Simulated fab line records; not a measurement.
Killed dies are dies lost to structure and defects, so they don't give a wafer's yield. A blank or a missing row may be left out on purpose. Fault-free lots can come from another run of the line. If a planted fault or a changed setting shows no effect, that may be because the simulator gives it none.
Which of the tools did it? :: flow sky130 :: 14 lots with 42 wafers sampled at 2 steps, on a route of 708 steps

## WHAT EACH GAUGE READ, for each wafer
SKY_POLY_GATE_CD_MEAS_13: target cd 150 nm. Usual: cd_nm at 149.8 nm, with a standard deviation of 1.6.
lot: L554
measured: day 16 16:13
on: cd_sem-02
cd_nm (nm): 148.5 148.7 150.1
flag: 

lot: L555
measured: day 16 20:28
on: cd_sem-01
cd_nm (nm): 149.5 148.2 148.8
flag: 

lot: L556
measured: day 17 04:56
on: cd_sem-01
cd_nm (nm): 149.9 149.8 149.0
flag: 

lot: L557
measured: day 17 16:54
on: cd_sem-02
cd_nm (nm): 154.7 153.3 155.0
flag: 

lot: L558
measured: day 17 22:56
on: cd_sem-01
cd_nm (nm): 147.4 148.4 147.8
flag: 

lot: L559
measured: day 19 00:35
on: cd_sem-02
cd_nm (nm): 150.0 150.0 149.5
flag: 

lot: L561
measured: day 19 10:46
on: cd_sem-02
cd_nm (nm): 149.0 150.4 149.5
flag: 

lot: L566
measured: day 20 23:01
on: cd_sem-02
cd_nm (nm): 149.0 148.3 148.2
flag: 

lot: L568
measured: day 21 19:15
on: cd_sem-02
cd_nm (nm): - - -
flag: OFF

lot: L569
measured: day 21 22:29
on: cd_sem-02
cd_nm (nm): - - -
flag: OFF

lot: L572
measured: day 23 02:38
on: cd_sem-02
cd_nm (nm): 149.7 149.0 148.2
flag: 

lot: L574
measured: day 23 16:24
on: cd_sem-01
cd_nm (nm): 149.9 151.4 150.7
flag: 

lot: L576
measured: day 24 12:08
on: cd_sem-01
cd_nm (nm): 149.1 147.6 148.7
flag: 

lot: L577
measured: day 24 18:05
on: cd_sem-01
cd_nm (nm): 152.7 151.9 150.9
flag: 

## TOOL THAT RAN EACH LOT (tool first, then ch and the chambers of the sampled wafers, then the start)
lot: L554
SKY_POLY_GATE_EXPOSE_10: krf_scanner-01 ch 0, day 16 02:22

lot: L555
SKY_POLY_GATE_EXPOSE_10: krf_scanner-02 ch 0, day 16 06:22

lot: L556
SKY_POLY_GATE_EXPOSE_10: krf_scanner-02 ch 0, day 16 15:05

lot: L557
SKY_POLY_GATE_EXPOSE_10: krf_scanner-01 ch 0, day 17 02:22

lot: L558
SKY_POLY_GATE_EXPOSE_10: krf_scanner-01 ch 0, day 17 09:24

lot: L559
SKY_POLY_GATE_EXPOSE_10: krf_scanner-02 ch 0, day 18 08:56

lot: L561
SKY_POLY_GATE_EXPOSE_10: krf_scanner-01 ch 0, day 18 19:37

lot: L566
SKY_POLY_GATE_EXPOSE_10: krf_scanner-02 ch 0, day 20 08:24

lot: L568
SKY_POLY_GATE_EXPOSE_10: krf_scanner-02, day 21 03:49

lot: L569
SKY_POLY_GATE_EXPOSE_10: krf_scanner-01, day 21 07:16

lot: L572
SKY_POLY_GATE_EXPOSE_10: krf_scanner-01 ch 0, day 22 10:49

lot: L574
SKY_POLY_GATE_EXPOSE_10: krf_scanner-02 ch 0, day 23 01:14

lot: L576
SKY_POLY_GATE_EXPOSE_10: krf_scanner-01 ch 0, day 23 21:07

lot: L577
SKY_POLY_GATE_EXPOSE_10: krf_scanner-02 ch 0, day 24 03:34
- SKY_POLY_GATE_EXPOSE_10: exposes mask P1M, target cd 150 nm.

## AS READ BY THE TOOLS THEMSELVES (means over the sampled wafers that have a number; for cases with no such wafer, the mark the record gives instead)
SKY_POLY_GATE_EXPOSE_10. Usual: exposure_dose_mJ_cm2 27.96, standard deviation 0.03; focus_offset_nm 0.1 nm, standard deviation 0.43.
lot: L554
tool: krf_scanner-01
exposure_dose_mJ_cm2: 27.98
focus_offset_nm (nm): 0.1
flag: 

lot: L555
tool: krf_scanner-02
exposure_dose_mJ_cm2: 27.95
focus_offset_nm (nm): -0.1
flag: 

lot: L556
tool: krf_scanner-02
exposure_dose_mJ_cm2: 27.98
focus_offset_nm (nm): 0.2
flag: 

lot: L557
tool: krf_scanner-01
exposure_dose_mJ_cm2: 27.98
focus_offset_nm (nm): 0.6
flag: 

lot: L558
tool: krf_scanner-01
exposure_dose_mJ_cm2: 27.98
focus_offset_nm (nm): 0.0
flag: 

lot: L559
tool: krf_scanner-02
exposure_dose_mJ_cm2: 27.97
focus_offset_nm (nm): -0.2
flag: 

lot: L561
tool: krf_scanner-01
exposure_dose_mJ_cm2: 27.99
focus_offset_nm (nm): 0.2
flag: 

lot: L566
tool: krf_scanner-02
exposure_dose_mJ_cm2: 27.94
focus_offset_nm (nm): -0.2
flag: 

lot: L568
tool: krf_scanner-02
exposure_dose_mJ_cm2: -
focus_offset_nm (nm): -
flag: OFF

lot: L569
tool: krf_scanner-01
exposure_dose_mJ_cm2: -
focus_offset_nm (nm): -
flag: OFF

lot: L572
tool: krf_scanner-01
exposure_dose_mJ_cm2: 27.99
focus_offset_nm (nm): 0.3
flag: 

lot: L574
tool: krf_scanner-02
exposure_dose_mJ_cm2: 27.91
focus_offset_nm (nm): 0.1
flag: 

lot: L576
tool: krf_scanner-01
exposure_dose_mJ_cm2: 27.99
focus_offset_nm (nm): 0.7
flag: 

lot: L577
tool: krf_scanner-02
exposure_dose_mJ_cm2: 27.90
focus_offset_nm (nm): 0.0
flag: 

## THE ANSWER, worked out from the rows above alone
Rule: a lot counts as off when the mean over its wafers that have a number is more than 3 standard deviations away from the usual mean. A lot without any number at a reading at which 4 lots or more have one is off too. Any other lot the step has rows for is counted as sound. First the gauges in route order, then the tools' own readings, where a lot's mean is used as printed above. The first step at which some lot is off is used, and at that step the reading that is off furthest; a lot without a number counts as furthest.
Off, at SKY_POLY_GATE_CD_MEAS_13 on cd_nm: L568, L569. Without a number there: L568, L569.
A tool fits if, at a process step before that reading, it ran every lot that is off, and no sound lot after the first of them. Not tried: the gauges at SKY_POLY_GATE_CD_MEAS_13; whatever is off there is also off at SKY_POLY_GATE_EXPOSE_10, on other tools, and gauge error can't account for it. No candidate that was tried fits.

## WHAT THE SIMULATOR PUT IN
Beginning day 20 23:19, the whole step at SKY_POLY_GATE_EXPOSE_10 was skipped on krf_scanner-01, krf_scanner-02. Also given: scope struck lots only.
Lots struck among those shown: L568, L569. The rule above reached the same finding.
